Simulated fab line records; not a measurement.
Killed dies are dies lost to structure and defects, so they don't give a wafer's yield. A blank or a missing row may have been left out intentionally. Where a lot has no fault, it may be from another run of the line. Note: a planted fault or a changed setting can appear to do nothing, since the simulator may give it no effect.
The tool behind it: which one? || flow gf180mcu || 11 lots with 33 wafers sampled at 5 steps, on a route of 602 steps

WHAT THE GAUGES SHOWED, per wafer
GF_CONTACT_RS_MEAS_25: uses a four-point probe to measure.
{"lot": "L196", "measured": "day 16 02:41", "on": "film-metro-03", "CONTACT_W_RS (ohm/sq)": "0.382 0.379 0.383"}
{"lot": "L199", "measured": "day 16 23:41", "on": "film-metro-03", "CONTACT_W_RS (ohm/sq)": "0.382 0.383 0.381"}
{"lot": "L202", "measured": "day 18 08:15", "on": "film-metro-03", "CONTACT_W_RS (ohm/sq)": "0.389 0.382 0.386"}
{"lot": "L207", "measured": "day 20 08:43", "on": "film-metro-03", "CONTACT_W_RS (ohm/sq)": "0.383 0.380 0.383"}
{"lot": "L209", "measured": "day 21 02:34", "on": "film-metro-03", "CONTACT_W_RS (ohm/sq)": "0.378 0.213 0.373"}
{"lot": "L210", "measured": "day 21 09:59", "on": "film-metro-04", "CONTACT_W_RS (ohm/sq)": "0.382 0.377 0.387"}
{"lot": "L211", "measured": "day 21 16:43", "on": "film-metro-01", "CONTACT_W_RS (ohm/sq)": "0.213 0.215 0.383"}
{"lot": "L212", "measured": "day 21 23:20", "on": "film-metro-04", "CONTACT_W_RS (ohm/sq)": "0.389 0.385 0.385"}
{"lot": "L214", "measured": "day 22 20:15", "on": "film-metro-04", "CONTACT_W_RS (ohm/sq)": "0.392 0.396 0.396"}
{"lot": "L215", "measured": "day 23 01:37", "on": "film-metro-04", "CONTACT_W_RS (ohm/sq)": "0.387 0.386 0.389"}
{"lot": "L217", "measured": "day 23 12:38", "on": "film-metro-04", "CONTACT_W_RS (ohm/sq)": "0.387 0.388 0.390"}

GF_CONTACT_THK_MEAS_26: measures by xrf.
{"lot": "L196", "measured": "day 16 02:49", "on": "film-metro-03", "CONTACT_W_THK (nm)": "297 301 297"}
{"lot": "L199", "measured": "day 16 23:48", "on": "film-metro-03", "CONTACT_W_THK (nm)": "299 296 298"}
{"lot": "L202", "measured": "day 18 08:22", "on": "film-metro-03", "CONTACT_W_THK (nm)": "297 300 297"}
{"lot": "L207", "measured": "day 20 08:50", "on": "film-metro-03", "CONTACT_W_THK (nm)": "296 300 297"}
{"lot": "L209", "measured": "day 21 02:41", "on": "film-metro-03", "CONTACT_W_THK (nm)": "305 538 309"}
{"lot": "L210", "measured": "day 21 10:05", "on": "film-metro-04", "CONTACT_W_THK (nm)": "293 297 288"}
{"lot": "L211", "measured": "day 21 16:50", "on": "film-metro-01", "CONTACT_W_THK (nm)": "522 521 296"}
{"lot": "L212", "measured": "day 21 23:28", "on": "film-metro-04", "CONTACT_W_THK (nm)": "288 292 290"}
{"lot": "L214", "measured": "day 22 20:22", "on": "film-metro-04", "CONTACT_W_THK (nm)": "280 278 278"}
{"lot": "L215", "measured": "day 23 01:43", "on": "film-metro-04", "CONTACT_W_THK (nm)": "287 288 285"}
{"lot": "L217", "measured": "day 23 12:45", "on": "film-metro-04", "CONTACT_W_THK (nm)": "286 289 286"}

WHAT TOOL EACH LOT RAN ON (gives the tool, then ch and the chambers of the sampled wafers, and finally the start)
{"lot": "L196", "GF_SALICIDE_RTA_08": "rtp-anneal-02 ch 0, day 15 03:25", "GF_CONTACT_ETCH_16": "rie-diel-01 ch 1,2,3, day 16 02:01", "GF_CONTACT_CVD_24": "cvd-w-02 ch 0,1, day 16 02:35"}
{"lot": "L199", "GF_SALICIDE_RTA_08": "rtp-anneal-02 ch 0, day 15 23:34", "GF_CONTACT_ETCH_16": "rie-diel-01 ch 1,2,3, day 16 23:01", "GF_CONTACT_CVD_24": "cvd-w-01 ch 1, day 16 23:35"}
{"lot": "L202", "GF_SALICIDE_RTA_08": "rtp-anneal-01 ch 0, day 17 07:33", "GF_CONTACT_ETCH_16": "rie-diel-04 ch 0,2,3, day 18 07:34", "GF_CONTACT_CVD_24": "cvd-w-01 ch 0,1, day 18 08:08"}
{"lot": "L207", "GF_SALICIDE_RTA_08": "rtp-anneal-01 ch 0, day 19 06:06", "GF_CONTACT_ETCH_16": "rie-diel-02 ch 1,2,3, day 20 07:58", "GF_CONTACT_CVD_24": "cvd-w-02 ch 0, day 20 08:31"}
{"lot": "L209", "GF_SALICIDE_RTA_08": "rtp-anneal-02 ch 0, day 20 00:50", "GF_CONTACT_ETCH_16": "rie-diel-04 ch 0,1,3, day 21 01:55", "GF_CONTACT_CVD_24": "cvd-w-02 ch 0,1, day 21 02:28"}
{"lot": "L210", "GF_SALICIDE_RTA_08": "rtp-anneal-01 ch 0, day 20 07:50", "GF_CONTACT_ETCH_16": "rie-diel-04 ch 0,2,3, day 21 09:16", "GF_CONTACT_CVD_24": "cvd-w-01 ch 0,1, day 21 09:52"}
{"lot": "L211", "GF_SALICIDE_RTA_08": "rtp-anneal-01 ch 0, day 20 15:03", "GF_CONTACT_ETCH_16": "rie-diel-01 ch 1,2,3, day 21 16:01", "GF_CONTACT_CVD_24": "cvd-w-02 ch 0,1, day 21 16:35"}
{"lot": "L212", "GF_SALICIDE_RTA_08": "rtp-anneal-01 ch 0, day 20 22:15", "GF_CONTACT_ETCH_16": "rie-diel-02 ch 0,2,3, day 21 22:40", "GF_CONTACT_CVD_24": "cvd-w-01 ch 0,1, day 21 23:14"}
{"lot": "L214", "GF_SALICIDE_RTA_08": "rtp-anneal-02 ch 0, day 21 15:51", "GF_CONTACT_ETCH_16": "rie-diel-02 ch 1,2,3, day 22 19:28", "GF_CONTACT_CVD_24": "cvd-w-01 ch 0,1, day 22 20:08"}
{"lot": "L215", "GF_SALICIDE_RTA_08": "rtp-anneal-02 ch 0, day 22 00:43", "GF_CONTACT_ETCH_16": "rie-diel-02 ch 2,3, day 23 00:49", "GF_CONTACT_CVD_24": "cvd-w-01 ch 0,1, day 23 01:30"}
{"lot": "L217", "GF_SALICIDE_RTA_08": "rtp-anneal-02 ch 0, day 22 11:53", "GF_CONTACT_ETCH_16": "rie-diel-01 ch 1,2,3, day 23 11:58", "GF_CONTACT_CVD_24": "cvd-w-01 ch 0,1, day 23 12:32"}
- GF_SALICIDE_RTA_08: time 30 s.
- GF_CONTACT_ETCH_16: etches BARC in N2/H2.
- GF_CONTACT_CVD_24: deposits W, target thk 300 nm, time 90.339 s.

AS READ BY THE TOOLS THEMSELVES (means over the sampled wafers that have a number; for cases with no such wafer, the mark the record gives instead)
GF_SALICIDE_RTA_08.
{"lot": "L196", "tool": "rtp-anneal-02", "lamp-power-pct (%)": 18.6, "wafer_temp_C_max": 801.9}
{"lot": "L199", "tool": "rtp-anneal-02", "lamp-power-pct (%)": 18.6, "wafer_temp_C_max": 802.3}
{"lot": "L202", "tool": "rtp-anneal-01", "lamp-power-pct (%)": 16.3, "wafer_temp_C_max": 804.2}
{"lot": "L207", "tool": "rtp-anneal-01", "lamp-power-pct (%)": 16.3, "wafer_temp_C_max": 803.1}
{"lot": "L209", "tool": "rtp-anneal-02", "lamp-power-pct (%)": 18.6, "wafer_temp_C_max": 801.9}
{"lot": "L210", "tool": "rtp-anneal-01", "lamp-power-pct (%)": 16.3, "wafer_temp_C_max": 803.5}
{"lot": "L211", "tool": "rtp-anneal-01", "lamp-power-pct (%)": 16.3, "wafer_temp_C_max": 804.4}
{"lot": "L212", "tool": "rtp-anneal-01", "lamp-power-pct (%)": 16.3, "wafer_temp_C_max": 803.3}
{"lot": "L214", "tool": "rtp-anneal-02", "lamp-power-pct (%)": 18.6, "wafer_temp_C_max": 802.3}
{"lot": "L215", "tool": "rtp-anneal-02", "lamp-power-pct (%)": 18.6, "wafer_temp_C_max": 802.2}
{"lot": "L217", "tool": "rtp-anneal-02", "lamp-power-pct (%)": 18.6, "wafer_temp_C_max": 802.4}

GF_CONTACT_ETCH_16.
{"lot": "L196", "tool": "rie-diel-01", "bias-w (W)": 100.0, "drypump-motor-current-A (A)": 5.6, "oes-product-au (a.u.)": 0.859, "throttle-valve-pct (%)": 13.227}
{"lot": "L199", "tool": "rie-diel-01", "bias-w (W)": 100.2, "drypump-motor-current-A (A)": 5.6, "oes-product-au (a.u.)": 0.858, "throttle-valve-pct (%)": 13.220}
{"lot": "L202", "tool": "rie-diel-04", "bias-w (W)": 99.9, "drypump-motor-current-A (A)": 5.9, "oes-product-au (a.u.)": 0.857, "throttle-valve-pct (%)": 13.228}
{"lot": "L207", "tool": "rie-diel-02", "bias-w (W)": 100.2, "drypump-motor-current-A (A)": 5.8, "oes-product-au (a.u.)": 0.854, "throttle-valve-pct (%)": 13.221}
{"lot": "L209", "tool": "rie-diel-04", "bias-w (W)": 100.1, "drypump-motor-current-A (A)": 5.5, "oes-product-au (a.u.)": 0.857, "throttle-valve-pct (%)": 13.234}
{"lot": "L210", "tool": "rie-diel-04", "bias-w (W)": 99.9, "drypump-motor-current-A (A)": 5.9, "oes-product-au (a.u.)": 0.855, "throttle-valve-pct (%)": 13.234}
{"lot": "L211", "tool": "rie-diel-01", "bias-w (W)": 100.0, "drypump-motor-current-A (A)": 5.6, "oes-product-au (a.u.)": 0.856, "throttle-valve-pct (%)": 13.228}
{"lot": "L212", "tool": "rie-diel-02", "bias-w (W)": 99.8, "drypump-motor-current-A (A)": 5.7, "oes-product-au (a.u.)": 0.857, "throttle-valve-pct (%)": 13.218}
{"lot": "L214", "tool": "rie-diel-02", "bias-w (W)": 100.0, "drypump-motor-current-A (A)": 5.8, "oes-product-au (a.u.)": 0.858, "throttle-valve-pct (%)": 13.229}
{"lot": "L215", "tool": "rie-diel-02", "bias-w (W)": 99.9, "drypump-motor-current-A (A)": 5.6, "oes-product-au (a.u.)": 0.857, "throttle-valve-pct (%)": 13.218}
{"lot": "L217", "tool": "rie-diel-01", "bias-w (W)": 100.1, "drypump-motor-current-A (A)": 5.6, "oes-product-au (a.u.)": 0.852, "throttle-valve-pct (%)": 13.226}

GF_CONTACT_CVD_24.
{"lot": "L196", "tool": "cvd-w-02", "chamber-pressure-Torr (Torr)": 39.99, "heater-power-w (W)": 933}
{"lot": "L199", "tool": "cvd-w-01", "chamber-pressure-Torr (Torr)": 39.95, "heater-power-w (W)": 851}
{"lot": "L202", "tool": "cvd-w-01", "chamber-pressure-Torr (Torr)": 39.94, "heater-power-w (W)": 826}
{"lot": "L207", "tool": "cvd-w-02", "chamber-pressure-Torr (Torr)": 40.02, "heater-power-w (W)": 788}
{"lot": "L209", "tool": "cvd-w-02", "chamber-pressure-Torr (Torr)": 40.08, "heater-power-w (W)": 904}
{"lot": "L210", "tool": "cvd-w-01", "chamber-pressure-Torr (Torr)": 40.07, "heater-power-w (W)": 799}
{"lot": "L211", "tool": "cvd-w-02", "chamber-pressure-Torr (Torr)": 40.03, "heater-power-w (W)": 846}
{"lot": "L212", "tool": "cvd-w-01", "chamber-pressure-Torr (Torr)": 40.03, "heater-power-w (W)": 834}
{"lot": "L214", "tool": "cvd-w-01", "chamber-pressure-Torr (Torr)": 39.99, "heater-power-w (W)": 837}
{"lot": "L215", "tool": "cvd-w-01", "chamber-pressure-Torr (Torr)": 39.99, "heater-power-w (W)": 834}
{"lot": "L217", "tool": "cvd-w-01", "chamber-pressure-Torr (Torr)": 39.96, "heater-power-w (W)": 836}

THE ANSWER, worked out from the rows above alone
Rule: the usual values come from the lots themselves. Put in order of their means at a reading, lots are off if they are a third of the lots or fewer, leave a main group of 4 or more, and stand apart from it by a gap of 3 or more times the standard deviation of the main group's means; of several such gaps the widest counts. If all means in a main group match to the digits the tables above print for the reading, that group is not used. A lot without any number at a reading at which 4 lots or more have one is off too. Any other lot the step has rows for is counted as sound. After the gauges, taken in route order, come the tools' own readings; for these a lot's mean is taken, as printed above. At the first step where some lot is off, the reading lying furthest off is the one used; lots without a number count as furthest.
Off: L209, L211, at GF_CONTACT_RS_MEAS_25 (CONTACT_W_RS). Main group: mean 0.386 ohm/sq, sd 0.0041.
A tool fits if, at a process step before that reading, it ran every lot that is off, and no sound lot after the first of them. The gauges at GF_CONTACT_RS_MEAS_25 are tried like those tools. One fits: cvd-w-02 at GF_CONTACT_CVD_24. A fault onset in the window from L207 (day 20 08:31, its last sound lot) to L209 (day 21 02:28, its first lot off) fits.

WHAT THE SIMULATOR PUT IN
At GF_CONTACT_CVD_24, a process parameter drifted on cvd-w-02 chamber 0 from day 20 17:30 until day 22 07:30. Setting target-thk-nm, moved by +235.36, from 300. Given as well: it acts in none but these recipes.
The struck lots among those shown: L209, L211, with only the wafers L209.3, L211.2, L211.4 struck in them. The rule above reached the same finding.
